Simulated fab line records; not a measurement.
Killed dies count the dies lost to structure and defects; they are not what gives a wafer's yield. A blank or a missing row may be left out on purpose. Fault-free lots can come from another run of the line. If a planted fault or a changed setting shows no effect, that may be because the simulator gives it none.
fab line records	flow sky130
[record] lots = 7	wafers = 21	last-day = 50
route steps=708 shown VT_ADJUST_HVTP@89 VT_ADJUST_LVTN@97 PAD_OPEN@708
lots untouched by any fault: they come from a run of this same line in which no faults occurred
start-h: hours from the record's first day to the start of the lot's first wafer shown	wait-h: hours since the lot's step before	" repeats the value in the row above	L1.1+2: one row covering several wafers at once	- value missing, or start not given	* or withheld: withheld	< > ~ a bound
route shown NAME@n: a module of which the file shows steps, and the number in the route of the first	usual: mean and standard deviation over wafers with no fault	same: alike in all rows	chamber/n: place in a boat	sites: each site's reading	_std_site: the values' standard deviation	_edge_site: mean of outer sites minus mean of inner sites	radius-mm: for every site, how far away it sits from the centre of the wafer	mask NAME#n: copy n	behind: the last tool/chamber to shape the wafer	hold: the reason the lot was held/the length of the hold in hours/how it ended	device: names the non-switching transistor (n, p or np)	end of line: the tests these same wafers got at the end of their route	a step given without rows: its recipe and nothing more	killed: dies that structure and defects cost at the first sort, which is not the same as the wafer's yield	map: the dies of a wafer, with x for killed, . for not killed, _ for no die there
set.NAME: the setting the step ran with; set.NAME@STEP: the setting that earlier step ran with	model.NAME: the simulator's own value behind a step, which no gauge read
lots at some steps of the route; a table a step, a row a wafer
services: a tool's chamber out of use, with start hour (start-h, from the record's first day; less than 0 if before it), hours out, and reason
[[steps]]
[step SKY_VT_ADJUST_HVTP_EXPOSE_04]
[recipe] mask-id = HVTPM	na = 0.6	source-shape = conventional	sigma-outer = 0.6	polarization = unpolarized	target-cd-nm = 380	dose-mj = 140
[step SKY_VT_ADJUST_HVTP_PEB_05]
[recipe] temp-c = withheld	time-s = *	resist = NOVOLAK
[step SKY_VT_ADJUST_HVTP_DEVELOP_06]
[recipe] resist = NOVOLAK	developer = TMAH	develop-time-s = 60	dev-temp-c = 23
[step SKY_VT_ADJUST_HVTP_CD_MEAS_07]
[recipe] target-cd-nm = 380
[usual] cd-nm = 379.5/2.7
lot.wafer	tool	chamber	start-h	wait-h	cd-nm
L690.1	cd-sem-01	-	130.09	0.1	377.2
L690.3	"	-	"	"	376.0
L690.4	"	-	"	"	376.6
L691.1	cd-sem-02	-	134.48	0.1	377.6
L691.3	"	-	"	"	377.9
L691.6	"	-	"	"	380.0
L694.1	cd-sem-02	-	151.59	0.1	380.3
L694.2	"	-	"	"	379.8
L694.3	"	-	"	"	381.9
L697.1	cd-sem-02	-	172.54	0.1	374.3
L697.3	"	-	"	"	376.2
L697.4	"	-	"	"	374.8
L698.3	cd-sem-02	-	179.68	0.1	378.2
L698.4	"	-	"	"	377.0
L698.5	"	-	"	"	378.8
L703.1	cd-sem-02	-	209.68	0.1	380.4
L703.2	"	-	"	"	379.9
L703.5	"	-	"	"	377.6
L710.3	cd-sem-02	-	256.02	0.1	375.3
L710.4	"	-	"	"	376.5
L710.5	"	-	"	"	376.3
[step SKY_VT_ADJUST_HVTP_OVL_MEAS_08]
[usual] VT_ADJUST_HVTP_OVL = 0.0/1.2
lot.wafer	tool	chamber	start-h	wait-h	VT_ADJUST_HVTP_OVL[nm]
L690.1	overlay-01	-	130.21	0.1	1.2
L690.3	"	-	"	"	-0.8
L690.4	"	-	"	"	0.3
L691.1	overlay-01	-	134.60	0.1	0.0
L691.3	"	-	"	"	-0.6
L691.6	"	-	"	"	-0.3
L694.1	overlay-02	-	151.71	0.1	-2.7
L694.2	"	-	"	"	0.3
L694.3	"	-	"	"	-0.5
L697.1	overlay-01	-	172.66	0.1	-2.0
L697.3	"	-	"	"	2.1
L697.4	"	-	"	"	-0.1
L698.3	overlay-01	-	179.77	0.1	-0.4
L698.4	"	-	"	"	0.8
L698.5	"	-	"	"	-1.4
L703.1	overlay-02	-	209.80	0.1	-0.1
L703.2	"	-	"	"	0.1
L703.5	"	-	"	"	1.6
L710.3	overlay-02	-	256.11	0.1	-1.3
L710.4	"	-	"	"	0.9
L710.5	"	-	"	"	1.4
[step SKY_VT_ADJUST_HVTP_IMPLANT_09]
[recipe] species = As	energy-kev = 150	dose-cm2 = 4.3e+12	tilt-deg = withheld
[step SKY_VT_ADJUST_HVTP_STRIP_10]
[recipe] chemistry = O2/N2	power-w = 1400	pressure-mtorr = 1500	platen-temp-c = withheld	o2-flow-sccm = 3000	n2-flow-sccm = 300	overash-fraction = 0.5
[usual] chamber-pressure-mTorr = 1500.1/1.4	drypump-motor-current-A = 5.6/0.53	oes-product-au = 0.715/0.0045	strip-time-to-endpoint-s = 14.17/0.042
lot.wafer	tool	chamber	start-h	wait-h	chamber-pressure-mTorr	drypump-motor-current-A	oes-product-au	rf-hours-counter-h	strip-time-to-endpoint-s
L690.1	plasma-asher-02	1	130.40	0.1	1501.0	6.1	0.708	1	14.15
L690.3	"	0	"	"	1500.1	5.0	0.713	-	14.15
L690.4	"	1	"	"	1500.3	6.1	0.717	-	14.18
L691.1	plasma-asher-01	1	134.79	0.1	1500.3	5.7	0.714	45	14.16
L691.3	"	0	"	"	1501.8	6.3	0.718	-	14.16
L691.6	"	1	"	"	1499.4	5.7	0.714	-	14.16
L694.1	plasma-asher-02	1	151.90	0.1	1498.5	6.1	0.713	3	14.22
L694.2	"	0	"	"	1501.1	5.0	0.709	3	14.23
L694.3	"	0	"	"	1500.6	5.0	0.719	-	14.26
L697.1	plasma-asher-04	1	172.85	0.1	1498.3	5.2	0.715	37	14.16
L697.3	"	0	"	"	1503.5	5.0	0.716	-	14.17
L697.4	"	1	"	"	1500.9	5.2	0.718	-	14.17
L698.3	plasma-asher-02	1	179.98	0.1	1499.3	6.1	0.715	-	14.16
L698.4	"	0	"	"	1502.4	5.0	0.712	-	14.13
L698.5	"	1	"	"	1498.5	6.1	0.713	-	14.15
L703.1	plasma-asher-02	1	209.99	0.1	1501.3	6.1	0.717	8	14.14
L703.2	"	0	"	"	1498.6	5.0	0.711	8	14.16
L703.5	"	1	"	"	1499.7	6.1	0.716	-	14.17
L710.3	plasma-asher-02	1	256.32	0.1	1500.2	6.1	0.702	-	14.18
L710.4	"	0	"	"	1500.7	5.0	0.724	-	14.17
L710.5	"	1	"	"	1498.4	6.1	0.720	-	14.17
[step SKY_VT_ADJUST_HVTP_TW_MEAS_11]
[usual] VT_ADJUST_HVTP_TW = 1363/17
lot.wafer	tool	chamber	start-h	wait-h	VT_ADJUST_HVTP_TW
L690.1	film-metro-03	-	130.50	0.1	1336
L690.3	"	-	"	"	1344
L690.4	"	-	"	"	1338
L691.1	film-metro-03	-	134.89	0.1	1344
L691.3	"	-	"	"	1338
L691.6	"	-	"	"	1338
L694.1	film-metro-01	-	152.00	0.1	1383
L694.2	"	-	"	"	1372
L694.3	"	-	"	"	1375
L697.1	film-metro-03	-	172.95	0.1	1343
L697.3	"	-	"	"	1344
L697.4	"	-	"	"	1335
L698.3	film-metro-04	-	180.07	0.1	1367
L698.4	"	-	"	"	1363
L698.5	"	-	"	"	1364
L703.1	film-metro-01	-	210.09	0.1	1382
L703.2	"	-	"	"	1378
L703.5	"	-	"	"	1378
L710.3	film-metro-04	-	256.41	0.1	1367
L710.4	"	-	"	"	1364
L710.5	"	-	"	"	1360
[step SKY_VT_ADJUST_LVTN_DEHYDRATE_00]
[recipe] temp-c = 200	time-s = 60
[step SKY_VT_ADJUST_LVTN_HMDS_01]
[recipe] prime-time-s = 60	prime-temp-c = 120
[step SKY_VT_ADJUST_LVTN_COAT_02]
[recipe] spin-rpm = 2000	resist-thk-nm = 3000
[step SKY_VT_ADJUST_LVTN_SOFTBAKE_03]
[recipe] temp-c = 110	time-s = withheld
[step SKY_VT_ADJUST_LVTN_EXPOSE_04]
[recipe] mask-id = NWM_COMPLEMENT_LESS_NATIVE	na = 0.6	source-shape = conventional	sigma-outer = 0.6	polarization = unpolarized	target-cd-nm = 840	dose-mj = 194
lot.wafer	tool	chamber	start-h	wait-h	mask	model.VT_ADJUST_LVTN.overlay-x-nm
L690.1+3+4	iline-stepper-02	0	140.21	-	NWM_COMPLEMENT_LESS_NATIVE#0	0.971
L691.1+3+6	iline-stepper-01	0	144.16	-	NWM_COMPLEMENT_LESS_NATIVE#0	0.05018
L694.1+2+3	iline-stepper-02	0	162.53	-	NWM_COMPLEMENT_LESS_NATIVE#0	180.5
L697.1+3+4	iline-stepper-02	0	183.71	-	NWM_COMPLEMENT_LESS_NATIVE#0	181.8
L698.3+4+5	iline-stepper-02	0	190.12	-	NWM_COMPLEMENT_LESS_NATIVE#0	180.5
L703.1+2+5	iline-stepper-01	0	220.63	-	NWM_COMPLEMENT_LESS_NATIVE#0	1.161
L710.3+4+5	iline-stepper-01	0	267.70	-	NWM_COMPLEMENT_LESS_NATIVE#0	-0.3085
[step SKY_VT_ADJUST_LVTN_PEB_05]
[recipe] temp-c = 115	time-s = withheld
[step SKY_VT_ADJUST_LVTN_DEVELOP_06]
[recipe] wall-angle-deg = 90	developer = TMAH	develop-time-s = 60	dev-temp-c = 23
[step SKY_VT_ADJUST_LVTN_OVL_MEAS_07]
[usual] VT_ADJUST_LVTN_OVL = 0.3/1.4
lot.wafer	tool	chamber	start-h	wait-h	VT_ADJUST_LVTN_OVL[nm]
L690.1	overlay-02	-	149.48	-	1.1
L690.3	"	-	"	"	1.7
L690.4	"	-	"	"	2.1
L691.1	overlay-02	-	153.63	-	0.7
L691.3	"	-	"	"	1.4
L691.6	"	-	"	"	-0.9
L694.1	overlay-01	-	172.23	-	180.6
L694.2	"	-	"	"	181.8
L694.3	"	-	"	"	181.8
L697.1	overlay-02	-	193.63	-	181.5
L697.3	"	-	"	"	182.9
L697.4	"	-	"	"	182.8
L698.3	overlay-02	-	200.49	-	179.6
L698.4	"	-	"	"	179.3
L698.5	"	-	"	"	179.0
L703.1	overlay-02	-	232.08	-	1.9
L703.2	"	-	"	"	0.0
L703.5	"	-	"	"	1.1
L710.3	overlay-01	-	280.04	-	-1.6
L710.4	"	-	"	"	-0.6
L710.5	"	-	"	"	1.9
[step SKY_VT_ADJUST_LVTN_IMPLANT_08]
[recipe] species = B	energy-kev = 30	dose-cm2 = 1.57e+12	tilt-deg = withheld
[step SKY_PAD_OPEN_PROBE_99]
[usual] killed_at_M0_to_M3 = 45/6.8	killed_at_M4_up = 3.1/2	killed-at-contacts = 23/5.2	killed-at-front-end = 14/3.7	killed-at-other = 0.3/0.61	killed-dies = 86/9	killed-on-rim = 17/3.9	killed-open = 46/6.9	killed-short = 39/6.4
[same] gross-dies = 492	killed-at-back-side = 0
lot.wafer	tool	chamber	start-h	wait-h	killed_at_M0_to_M3	killed_at_M4_up	killed-at-contacts	killed-at-front-end	killed-at-other	killed-dies	killed-on-rim	killed-open	killed-short	model.etest.sram-pfet-latch.off-log10-a-um
L690.1	prober-02	-	1086.83	0.1	42	7	22	15	1	87	15	46	41	-12.76
L690.3	prober-02	-	1086.93	0.2	45	1	27	14	0	87	17	48	39	-12.53
L690.4	prober-02	-	1086.98	0.2	40	3	23	11	0	77	10	45	32	-12.34
L691.1	prober-01	-	1087.96	0.1	37	3	27	14	2	83	20	50	32	-12.82
L691.3	prober-01	-	1088.06	0.2	39	2	25	19	0	85	17	40	45	-12.65
L691.6	prober-01	-	1088.21	0.2	31	6	16	13	0	66	8	32	33	-12.8
L694.1	prober-02	-	1103.77	0.1	59	2	23	9	0	93	17	57	34	-12.12
L694.2	prober-02	-	1103.82	0.1	40	1	23	12	0	76	18	42	33	-11.82
L694.3	prober-02	-	1103.87	0.2	48	4	13	10	2	77	17	44	32	-12.12
L697.1	prober-01	-	1120.81	0.1	44	1	18	13	0	76	18	51	25	-12.53
L697.3	prober-01	-	1120.91	0.2	40	1	23	17	0	81	15	38	43	-12.81
L697.4	prober-01	-	1120.96	0.2	42	1	26	16	2	87	22	44	42	-12.61
L698.3	prober-02	-	1127.39	0.2	43	3	25	18	0	89	21	37	50	-11.92
L698.4	prober-02	-	1127.44	0.2	48	6	18	17	0	89	18	44	45	-12.35
L698.5	prober-02	-	1127.49	0.2	39	3	20	13	2	77	16	43	34	-11.74
L703.1	prober-01	-	1153.76	0.1	52	2	16	19	0	89	16	50	39	-13.05
L703.2	prober-01	-	1153.81	0.1	52	3	23	12	0	90	18	38	52	-13.03
L703.5	prober-01	-	1153.96	0.2	46	3	26	16	1	92	22	50	41	-12.77
L710.3	prober-01	-	1199.77	0.2	43	4	21	13	1	82	14	36	46	-12.57
L710.4	prober-01	-	1199.82	0.2	44	2	22	16	0	84	18	44	40	-12.86
L710.5	prober-01	-	1199.87	0.2	38	5	14	9	0	66	19	36	30	-12.85
// killed by level:class
L690.1 VIA1:geometric-particle:open=9 CONTACT:geometric-particle:open=7 METAL2:geometric-particle:short=7 VIA2:geometric-particle:open=6 POLY_GATE:geometric-particle:short=5 LI_CONTACT:geometric-particle:open=5 VIA3:geometric-particle:open=5 VIA1:geometric-particle:short=5
L690.3 VIA1:geometric-particle:open=14 CONTACT:geometric-particle:open=8 VIA1:geometric-particle:short=7 VIA3:geometric-particle:open=7 METAL1:geometric-particle:short=6 LI_CONTACT:geometric-particle:open=5 POLY_GATE:geometric-particle:short=4 LI_CONTACT:geometric-particle:short=4
L690.4 VIA1:geometric-particle:open=11 LI_CONTACT:geometric-particle:open=10 CONTACT:geometric-particle:open=6 METAL1:geometric-particle:short=6 VIA3:geometric-particle:open=6 CONTACT:geometric-particle:short=4 POLY_GATE:geometric-particle:open=3 METAL4:geometric-particle:short=3
L691.1 CONTACT:geometric-particle:open=11 VIA1:geometric-particle:open=9 POLY_GATE:geometric-particle:open=7 VIA3:geometric-particle:open=7 LI_CONTACT:geometric-particle:open=6 VIA2:geometric-particle:open=5 LI_CONTACT:geometric-particle:short=4 METAL1:geometric-particle:short=4
L691.3 CONTACT:geometric-particle:open=7 CONTACT:geometric-particle:short=7 VIA1:geometric-particle:open=7 POLY_GATE:geometric-particle:short=6 LI_CONTACT:geometric-particle:open=6 METAL2:geometric-particle:short=6 VIA3:geometric-particle:short=6 POLY_GATE:geometric-particle:open=5
L691.6 VIA1:geometric-particle:open=8 METAL1:geometric-particle:short=7 CONTACT:geometric-particle:open=7 LI_CONTACT:geometric-particle:open=4 VIA2:geometric-particle:open=4 VIA3:geometric-particle:short=4 METAL4:geometric-particle:short=4 POLY_GATE:geometric-particle:short=3
L694.1 VIA1:geometric-particle:open=13 VIA2:geometric-particle:open=12 LI_CONTACT:geometric-particle:open=9 CONTACT:geometric-particle:open=8 METAL1:geometric-particle:short=8 METAL2:geometric-particle:short=7 VIA3:geometric-particle:open=7 VIA1:geometric-particle:short=4
L694.2 VIA1:geometric-particle:open=11 CONTACT:geometric-particle:open=8 VIA2:geometric-particle:open=6 CONTACT:geometric-particle:short=5 LI_CONTACT:geometric-particle:open=4 VIA1:geometric-particle:short=4 VIA3:geometric-particle:open=4 POLY_GATE:geometric-particle:short=3
L694.3 VIA1:geometric-particle:open=12 VIA3:geometric-particle:open=8 VIA2:geometric-particle:open=6 LI_CONTACT:geometric-particle:open=5 METAL1:geometric-particle:short=5 VIA3:geometric-particle:short=5 CONTACT:geometric-particle:open=4 VIA1:geometric-particle:short=4
L697.1 VIA1:geometric-particle:open=13 VIA2:geometric-particle:open=9 CONTACT:geometric-particle:open=6 VIA3:geometric-particle:open=5 FIELD_ISO:geometric-particle:open=4 LI_CONTACT:geometric-particle:open=4 VIA2:geometric-particle:short=4 FIELD_ISO:geometric-particle:short=3
L697.3 VIA1:geometric-particle:open=7 POLY_GATE:geometric-particle:short=6 LI_CONTACT:geometric-particle:open=6 CONTACT:geometric-particle:open=6 METAL1:geometric-particle:short=6 METAL2:geometric-particle:short=6 VIA2:geometric-particle:open=6 FIELD_ISO:geometric-particle:short=4
L697.4 CONTACT:geometric-particle:open=13 VIA1:geometric-particle:open=7 FIELD_ISO:geometric-particle:short=6 VIA2:geometric-particle:open=6 VIA1:geometric-particle:short=6 VIA3:geometric-particle:open=6 LOCAL_INTERCONNECT:geometric-particle:short=5 METAL2:geometric-particle:short=5
L698.3 CONTACT:geometric-particle:open=10 VIA1:geometric-particle:short=10 VIA1:geometric-particle:open=9 METAL2:geometric-particle:short=7 METAL1:geometric-particle:short=6 LOCAL_INTERCONNECT:geometric-particle:short=5 FIELD_ISO:geometric-particle:short=4 POLY_GATE:geometric-particle:open=4
L698.4 CONTACT:geometric-particle:open=11 VIA2:geometric-particle:short=10 METAL1:geometric-particle:short=9 FIELD_ISO:geometric-particle:open=7 VIA1:geometric-particle:open=7 LI_CONTACT:geometric-particle:open=5 METAL2:geometric-particle:short=5 FIELD_ISO:geometric-particle:short=4
L698.5 VIA1:geometric-particle:open=8 VIA3:geometric-particle:open=7 CONTACT:geometric-particle:open=7 LOCAL_INTERCONNECT:geometric-particle:short=6 LI_CONTACT:geometric-particle:open=5 METAL1:geometric-particle:short=5 VIA2:geometric-particle:short=5 VIA2:geometric-particle:open=5
L703.1 VIA3:geometric-particle:open=9 VIA1:geometric-particle:open=8 CONTACT:geometric-particle:open=7 VIA2:geometric-particle:open=7 FIELD_ISO:geometric-particle:short=5 METAL2:geometric-particle:short=5 METAL3:geometric-particle:short=5 FIELD_ISO:geometric-particle:open=4
L703.2 VIA1:geometric-particle:open=12 VIA1:geometric-particle:short=11 CONTACT:geometric-particle:open=8 METAL1:geometric-particle:short=8 LOCAL_INTERCONNECT:geometric-particle:short=7 VIA3:geometric-particle:open=5 LI_CONTACT:geometric-particle:open=4 VIA2:geometric-particle:open=4
L703.5 VIA1:geometric-particle:open=12 CONTACT:geometric-particle:open=8 VIA2:geometric-particle:open=8 CONTACT:geometric-particle:short=7 METAL1:geometric-particle:short=7 VIA3:geometric-particle:open=7 METAL2:geometric-particle:short=6 FIELD_ISO:geometric-particle:short=5
L710.3 LI_CONTACT:geometric-particle:open=12 VIA1:geometric-particle:open=8 VIA1:geometric-particle:short=7 FIELD_ISO:geometric-particle:short=4 POLY_GATE:geometric-particle:short=4 METAL1:geometric-particle:short=4 METAL1:geometric-particle:open=4 VIA3:geometric-particle:short=4
L710.4 VIA1:geometric-particle:open=12 VIA2:geometric-particle:open=8 VIA1:geometric-particle:short=7 LI_CONTACT:geometric-particle:open=6 CONTACT:geometric-particle:open=6 METAL1:geometric-particle:short=6 FIELD_ISO:geometric-particle:short=4 LOCAL_INTERCONNECT:geometric-particle:short=4
L710.5 VIA1:geometric-particle:open=7 VIA3:geometric-particle:open=6 VIA1:geometric-particle:short=6 VIA2:geometric-particle:open=6 METAL4:geometric-particle:short=4 FIELD_ISO:geometric-particle:open=4 LI_CONTACT:geometric-particle:open=4 CONTACT:geometric-particle:open=4
[[services]]
tool	chamber	start-h	hours	kind
plasma-asher-02	-	106.94	0.5	repair
plasma-asher-02	-	108.75	9.0	pm
plasma-asher-02	0	108.75	9.0	vent-cycle
plasma-asher-02	1	108.75	9.0	vent-cycle
iline-stepper-02	-	116.76	-	calibration
plasma-asher-02	0	117.75	-	clean
plasma-asher-02	1	117.75	-	clean
iline-stepper-02	0	158.74	-	calibration
iline-stepper-02	-	186.10	2.1	pm
iline-stepper-02	-	188.18	-	consumable-replace:lamp
iline-stepper-01	-	200.28	1.7	pm
iline-stepper-02	-	215.89	1.7	pm
[[key]]
[first-sign] step = SKY_VT_ADJUST_LVTN_OVL_MEAS_07	reading = VT_ADJUST_LVTN_OVL	direction = up	sigmas = 99+	usual = 0.3	struck = 181.0
effect none on later readings
[model-effect] step = SKY_VT_ADJUST_LVTN_EXPOSE_04	value = VT_ADJUST_LVTN.overlay-x-nm	without = -0.2004	struck = 181
[model-effect] step = SKY_PAD_OPEN_PROBE_99	value = etest.sram-pfet-latch.off-log10-a-um	without = -12.61	struck = -12.22
met-at SKY_VT_ADJUST_LVTN_EXPOSE_04
struck-wafers L694.1,L694.2,L694.3,L697.1,L697.3,L697.4,L698.3,L698.4,L698.5
tester-left-out L694,L697,L698
onset-between 140.21 162.53
[fault] kind = scanner-matching-overlay	tool = iline-stepper-02	chamber = -	onset-h = 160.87	steps = SKY_VT_ADJUST_LVTN_EXPOSE_04	offset = 181.16
// tester-left-out: of these lots the tester's yield and bins aren't shown, on N5 and GAA mostly nor the transistor test; their killed dies are dies lost to structure and defects alone, not to doping, threshold or leakage, so they don't give the yield
